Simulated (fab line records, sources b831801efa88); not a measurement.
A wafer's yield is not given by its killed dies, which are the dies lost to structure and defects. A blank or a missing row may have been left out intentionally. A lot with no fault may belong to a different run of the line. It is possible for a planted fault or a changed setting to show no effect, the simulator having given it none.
A lot that was struck, set against a sound lot + flow sky130 + 15 steps out of a route of 708
Sound: wafers L781.1, L781.4, L781.5. Wafers L797.2, L797.3, L797.4 were the ones struck. The cause is given at the end.
Each step with rows lists, per side, the tool, then ch with its chambers, then its first start. Under that, the readings that differ: sound wafers + struck wafers + difference of the means + sigmas: that difference in standard deviations of wafers without a fault.
alike: same words and numbers on both sides, and readings whose means sit less than 2 such deviations apart. not compared: any withheld reading, any reading some wafer has no value for, any bound like >300 that may hide the same value, and any number with overlapping values for which the record gives no deviation.
Wherever a step has rows on one side only, a row that says differs or no value, or a row with sigmas, the two part there. Numbers that have no deviation but don't overlap get no sigmas and don't part them. A reading missing from all wafers of one side parts the sides only when that side holds two or more wafers.

SKY_VIA4_OVL_MEAS_11:
  struck on overlay-01, day 47 17:05; sound on overlay-02, day 43 05:52
  alike: VIA4_OVL
SKY_VIA4_ETCH_12: etches SiO2 in C4F8/O2/Ar, stops on TiN, target depth 580 nm.
  sound on rieDiel-04 ch 1,2, day 43 05:55; struck on rieDiel-02 ch 0,1,3, day 47 17:07
  alike: oesProductAu
then, 4 steps without rows for these wafers: SKY_VIA4_STRIP_13 (strips in O2/N2); SKY_VIA4_STRIP_14 (strips in post etch residue remover, time 1200 s); SKY_VIA4_CLEAN_15 (cleans in IPA, time 180 s); SKY_VIA4_CLEAN_16 (cleans in O3/DIW).
SKY_VIA4_SPUTTER_17: material TiN, target thk 20 nm, time 80 s.
  struck on pvdSputter-01, day 47 17:46; sound on pvdSputter-02, day 43 06:35
  alike: chamberPressurePa, throttleValvePct
then, 1 step without rows for these wafers: SKY_VIA4_CVD_18 (deposits W, target thk 505 nm, time 152.14 s).
SKY_VIA4_RS_MEAS_19: measurement is done with a four-point probe.
  struck on filmMetro-03, day 47 18:01; sound on filmMetro-03, day 43 06:47
  alike: VIA4_W_RS
SKY_VIA4_THK_MEAS_20: measures by xrf.
  struck on filmMetro-03, day 47 18:07; sound on filmMetro-03, day 43 06:55
  alike: VIA4_W_THK
SKY_VIA4_CMP_21: polishes, stops on SiO2, t overpolish 25 s, target thk 0 nm.
  sound on cmp-02 ch 1,2,3, day 43 07:08; struck on cmp-01 ch 0,1,2, day 47 18:15
  alike: motorCurrentA, overpolishRunS, timeToEndpointS
SKY_METAL5_SPUTTER_00: material Ti, target thk 15 nm, time 10 s.
  struck on pvdSputter-01, day 47 18:30; sound on pvdSputter-02, day 43 07:26
  alike: chamberPressurePa, throttleValvePct
SKY_METAL5_SPUTTER_01: material TiN, target thk 20 nm, time 16.7 s.
  struck on pvdSputter-01, day 47 18:31; sound on pvdSputter-02, day 43 07:28
| reading                | sound                | struck               | difference | sigmas |
|------------------------|----------------------|----------------------|------------|--------|
| chamberPressurePa (Pa) | 0.4004 0.3999 0.3999 | 0.4182 0.4200 0.4207 | +0.0196    | +22    |
  alike: throttleValvePct
SKY_METAL5_SPUTTER_02: material AlCu, target thk 1150 nm, time 61.2 s.
  struck on pvdSputter-01, day 47 18:32; sound on pvdSputter-02, day 43 07:29
  alike: chamberPressurePa, throttleValvePct
-- the record jumps here: 2 days lie between the struck wafers' starts before and after (it left off in module METAL5 and takes up again in module PAD_OPEN, whose first step shown is number 708 of the route) --
SKY_PAD_OPEN_PROBE_99:
  struck on prober-02, day 50 03:37; sound on prober-02, day 46 03:20
  alike: defectLimitedYield, killed_at_M0_to_M3, killed_at_M4_up, killedAtContacts, killedAtFrontEnd, killedAtOther, killedDies, killedOpen, killedShort, sort_bin_3_pad_short, sort_bin_5_function, sort_bin_6_memory, sortNPass, sortYieldPct

== WHERE THEY PART ==
Only at SKY_METAL5_SPUTTER_01, as far as this record shows. Later steps at which nothing parts them and some readings are alike: SKY_METAL5_SPUTTER_02, SKY_PAD_OPEN_PROBE_99.

WHY: what the simulator had put in
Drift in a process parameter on pvdSputter-01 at SKY_METAL5_SPUTTER_01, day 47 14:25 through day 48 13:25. Setting chamberPressurePa, moved by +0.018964, from 0.4. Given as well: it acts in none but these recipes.
